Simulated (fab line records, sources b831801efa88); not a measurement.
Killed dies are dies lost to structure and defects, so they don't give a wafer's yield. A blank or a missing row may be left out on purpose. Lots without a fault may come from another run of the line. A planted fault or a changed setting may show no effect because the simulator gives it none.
Problem report in the 8D (eight disciplines) form, filled by code | flow sky130 | the parts of the form that need people (team, actions taken, sign-off) are left out

1. THE PROBLEM
killed_at_other at SKY_PAD_OPEN_PROBE_99 reads a mean of 66.0 on 4 wafers of 3 lots; wafers without a fault read 0.3 with a standard deviation of 0.48. That is +99 or more standard deviations from the usual mean.
First seen on wafer L621.5, day 49 05:40, on prober-01. The record holds 15 wafers of 5 lots with a number at this step. Rule for "out", or "out of limits": more than 4 standard deviations from the usual mean. The other wafers with a number count as sound.

2. WHAT IT IS AND WHAT IT IS NOT
question                    | is                             | is not
which readings at this step | killed_at_other                | killed_at_M0_to_M3, killed_at_M4_up, killed_at_front_end, killed_on_rim, killed_open
which lots                  | L621, L622, L623               | L620, L628
which wafers of those lots  | L621.5, L622.1, L622.3, L623.4 | L621.4, L621.6, L622.6, L623.3, L623.5
read on which tools         | prober-01, prober-02           | -
when                        | from day 49 05:40              | up to then (4 sound wafers); but 7 sound wafers of L621, L622, L623, L628 came after

3. SUSPECTS, AND WHAT RULES EACH OUT
Counting: a tool at a process step up to the reading stays a suspect if it ran every lot that is out. Sound lots after the first of them don't rule it out here, since some wafers of a struck lot are sound.
- plasma_asher-02 at SKY_RES_XHIGH_STRIP_08 (strips in O2/N2): kept. It ran every lot that is out, first L621 (day 31 14:48); its last sound lot up to then is L620 (day 31 06:58).
- rie_metal-03 at SKY_METAL3_DESCUM_15 (chemistry O2, time 8 s): kept. It ran every lot that is out, first L621 (day 42 18:38); its last sound lot up to then is L620 (day 42 13:11).
- Within plasma_asher-02 at SKY_RES_XHIGH_STRIP_08: the wafers that are out ran in chamber 0; their sound lot-mates ran in chamber 1.
Left after counting: plasma_asher-02 at SKY_RES_XHIGH_STRIP_08, rie_metal-03 at SKY_METAL3_DESCUM_15.

4. THE CAUSE (what the simulator had put in)
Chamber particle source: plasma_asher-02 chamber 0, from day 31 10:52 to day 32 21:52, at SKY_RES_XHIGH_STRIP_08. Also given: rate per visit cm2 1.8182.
Counting left 2 suspects, and this tool is among them.

5. THE CHAIN OF EFFECTS, in route order
Each row: a reading whose mean over the struck wafers that have a number lies more than 3 standard deviations from the usual. Only readings for which the record gives a usual standard deviation are gone through. hours: the time from each lot's start at the first step in this table that gives one to its start at this step, as a median over the lots. sigmas: the change in usual standard deviations.
hours | step                  | reading         | usual | on struck wafers | change | sigmas
0     | SKY_PAD_OPEN_PROBE_99 | killed_at_other | 0.3   | 66.0             | +65.7  | +99 or more
0     | SKY_PAD_OPEN_PROBE_99 | killed_dies     | 84    | 137              | +53    | +5.3
The process steps in it:
- SKY_PAD_OPEN_PROBE_99

6. WHAT WOULD HAVE CAUGHT IT SOONER
In this record the first reading out of limits was taken at day 49 05:40, 427 hours after the fault began at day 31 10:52.
Of the tool readings at SKY_RES_XHIGH_STRIP_08 for which the record gives a usual standard deviation, none was out on any struck wafer, so an alarm limit of 4 standard deviations on them would not have fired.
All the lots that are out (3) had begun SKY_RES_XHIGH_STRIP_08 on plasma_asher-02 by day 49 05:40. A hold on the tool at that time would have spared none of them.
